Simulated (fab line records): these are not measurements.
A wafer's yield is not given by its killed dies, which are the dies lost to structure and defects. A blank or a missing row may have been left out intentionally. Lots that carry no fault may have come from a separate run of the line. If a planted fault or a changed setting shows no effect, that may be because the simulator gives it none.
Chamber matching ; flow sky130 ; SKY_LI_CONTACT_ETCH_15 on rie diel-01 has 4 sister chambers
The step etches PSG in C4F8/O2/Ar, stops on Si, target depth 600 nm. 4 wafers are shown with their chamber, then 7 later ones without.

== WAFERS, EACH WITH ITS CHAMBER ==
wafer;chamber;oes product au (a.u.)
L849.1;1;0.843
L849.2;2;0.826
L861.1;3;0.847
L861.5;0;0.841

== WAFERS WITHOUT THEIR CHAMBER ==
wafer;oes product au (a.u.)
L861.6;0.836
L863.3;0.835
L863.4;0.838
L863.5;0.840
L865.2;0.839
L865.5;0.839
L865.6;0.832

== EACH ONE'S CHAMBER ==
wafer;from the rows above;in truth
L861.6;can't be placed: 0 or 1 or 2 or 3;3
L863.3;can't be placed: 0 or 1 or 2 or 3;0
L863.4;can't be placed: 0 or 1 or 3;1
L863.5;can't be placed: 0 or 1 or 3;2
L865.2;can't be placed: 0 or 1 or 3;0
L865.5;can't be placed: 0 or 1 or 3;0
L865.6;can't be placed: 2 or 0 or 1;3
0 of 7 placed correctly. From these rows, 7 cannot be placed; in 5 the true chamber is one of the candidates. Number placed wrongly: 0.
How it was worked out, from the rows above alone: a wafer's distance from a chamber is the root of the sum, over the readings, of the square of ((its reading less the chamber's mean) divided by the reading's scatter). If the next closest chamber is less than 2 further off than the closest, the wafer can't be placed; otherwise it belongs to the closest. A chamber's mean is the mean of its shown wafers. The scatter: root of mean squared gap, hidden wafer to nearest shown wafer, with one shown wafer a chamber.
